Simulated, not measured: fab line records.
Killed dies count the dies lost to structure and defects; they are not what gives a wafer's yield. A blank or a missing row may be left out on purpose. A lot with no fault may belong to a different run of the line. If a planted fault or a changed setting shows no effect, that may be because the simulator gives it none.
Which tool is to blame? -- flow sky130 -- 10 lots with 30 wafers sampled at 4 steps, on a route of 708 steps

WHAT EACH GAUGE READ, for each wafer
SKY_CAP2M_RS_MEAS_03: uses a four-point probe to measure. Usual: CAP2M_TIN_RS typically reads 6.91 ohm/sq, with standard deviation 0.077.
lot,measured,on,CAP2M_TIN_RS (ohm/sq),flag
L722,day 41 09:41,film-metro-04,6.91 6.90 6.87,
L725,day 42 21:07,film-metro-02,6.94 6.88 6.89,
L726,day 42 23:35,film-metro-02,6.98 6.95 6.96,
L728,day 43 05:56,film-metro-04,6.81 6.80 7.23,
L730,day 44 01:34,film-metro-02,6.89 6.95 6.98,
L739,day 46 01:46,film-metro-01,6.96 7.05 7.02,
L740,day 46 07:16,film-metro-02,6.95 6.98 6.95,
L742,day 46 18:25,film-metro-01,7.05 7.04 7.02,
L744,day 47 06:17,film-metro-01,6.99 6.94 6.94,
L745,day 47 11:14,film-metro-02,6.84 6.77 6.88,

TOOL THAT RAN EACH LOT (tool first, then ch and the chambers of the sampled wafers, then the start)
lot,SKY_VIA3_CMP_02,SKY_VIA3_CMP_24,SKY_CAP2M_SPUTTER_02
L722,"cmp-02 ch 0,2,3, day 40 06:11","cmp-01 ch 0,1,3, day 41 09:02","pvd-sputter-01, day 41 09:34"
L725,"cmp-01 ch 0,1, day 41 18:02","cmp-01 ch 0,1,2, day 42 20:28","pvd-sputter-01, day 42 21:00"
L726,"cmp-02 ch 0,2,3, day 41 20:51","cmp-02 ch 0,1,2, day 42 22:58","pvd-sputter-01, day 42 23:25"
L728,"cmp-01 ch 1,3, day 42 02:55","cmp-02 ch 1,3, day 43 05:21","pvd-sputter-01, day 43 05:50"
L730,"cmp-02 ch 1,2,3, day 42 22:14","cmp-01 ch 0,2,3, day 44 01:01","pvd-sputter-02, day 44 01:28"
L739,"cmp-01 ch 1,2,3, day 45 00:58","cmp-01 ch 0,1, day 46 01:06","pvd-sputter-03, day 46 01:38"
L740,"cmp-02 ch 1,2,3, day 45 06:34","cmp-02 ch 1,2,3, day 46 06:37","pvd-sputter-02, day 46 07:09"
L742,"cmp-01 ch 1,2,3, day 45 17:20","cmp-01 ch 0,2,3, day 46 17:47","pvd-sputter-03, day 46 18:19"
L744,"cmp-02 ch 0,3, day 46 06:55","cmp-01 ch 1,2, day 47 05:37","pvd-sputter-01, day 47 06:09"
L745,"cmp-02 ch 0,1,2, day 46 11:46","cmp-02 ch 0,2,3, day 47 10:32","pvd-sputter-01, day 47 11:07"
- SKY_VIA3_CMP_02: polishes SiO2.
- SKY_VIA3_CMP_24: polishes, stops on SiO2, t overpolish 20 s, target thk 0 nm.
- SKY_CAP2M_SPUTTER_02: material TiN, target thk 200 nm, time 166.7 s.

AS READ BY THE TOOLS THEMSELVES (means over the sampled wafers that have a number; for cases with no such wafer, the mark the record gives instead)
SKY_VIA3_CMP_02. Usual: motor-current-A 12.3 A, standard deviation 0.88.
lot,tool,motor-current-A (A),flag
L722,cmp-02,11.7,
L725,cmp-01,11.9,
L726,cmp-02,11.7,
L728,cmp-01,12.0,
L730,cmp-02,12.4,
L739,cmp-01,12.2,
L740,cmp-02,12.5,
L742,cmp-01,12.0,
L744,cmp-02,12.8,
L745,cmp-02,11.6,

SKY_VIA3_CMP_24. Usual: motor-current-A 11.2 A, standard deviation 0.71; overpolish-run-s 19.999 s, standard deviation 0.0098; time-to-endpoint-s 95 s, standard deviation 4.6.
lot,tool,motor-current-A (A),overpolish-run-s (s),time-to-endpoint-s (s),flag
L722,cmp-01,11.2,19.999,97,
L725,cmp-01,11.4,20.009,95,
L726,cmp-02,11.1,20.007,91,
L728,cmp-02,11.7,20.004,92,
L730,cmp-01,11.4,19.996,91,
L739,cmp-01,10.7,19.995,99,
L740,cmp-02,11.2,20.006,95,
L742,cmp-01,11.7,19.984,90,
L744,cmp-01,10.4,20.004,94,
L745,cmp-02,11.2,20.004,95,

SKY_CAP2M_SPUTTER_02. Usual: chamber-pressure-pa 0.3999 Pa, standard deviation 0.00077; susceptor-temp-C 300.03 C, standard deviation 0.19; throttle-valve-pct 30.1 %, standard deviation 1.1.
lot,tool,chamber-pressure-pa (Pa),susceptor-temp-C (C),throttle-valve-pct (%),flag
L722,pvd-sputter-01,0.3994,300.07,29.1,
L725,pvd-sputter-01,0.3999,300.00,30.1,
L726,pvd-sputter-01,0.4005,300.08,28.5,
L728,pvd-sputter-01,0.4584,300.05,28.1,OFF
L730,pvd-sputter-02,0.4003,299.99,30.5,
L739,pvd-sputter-03,0.3990,300.16,29.8,
L740,pvd-sputter-02,0.4003,299.93,30.7,
L742,pvd-sputter-03,0.4003,300.15,31.3,
L744,pvd-sputter-01,0.4004,299.76,29.6,
L745,pvd-sputter-01,0.4002,300.00,29.8,

THE ANSWER, worked out from the rows above alone
Rule: a lot counts as off when the mean over its wafers that have a number is more than 3 standard deviations away from the usual mean. A lot without any number at a reading at which 4 lots or more have one is off too. The other lots that the step has rows for count as sound. First the gauges in route order, then the tools' own readings, where a lot's mean is used as printed above. The first step at which some lot is off is used, and at that step the reading that is off furthest; a lot without a number counts as furthest.
Off: L728 (SKY_CAP2M_SPUTTER_02, chamber-pressure-pa).
A tool fits if, at that step or a process step before it, it ran every lot that is off, and no sound lot after the first of them. None of those tried fits.

WHAT WAS PUT IN BY THE SIMULATOR
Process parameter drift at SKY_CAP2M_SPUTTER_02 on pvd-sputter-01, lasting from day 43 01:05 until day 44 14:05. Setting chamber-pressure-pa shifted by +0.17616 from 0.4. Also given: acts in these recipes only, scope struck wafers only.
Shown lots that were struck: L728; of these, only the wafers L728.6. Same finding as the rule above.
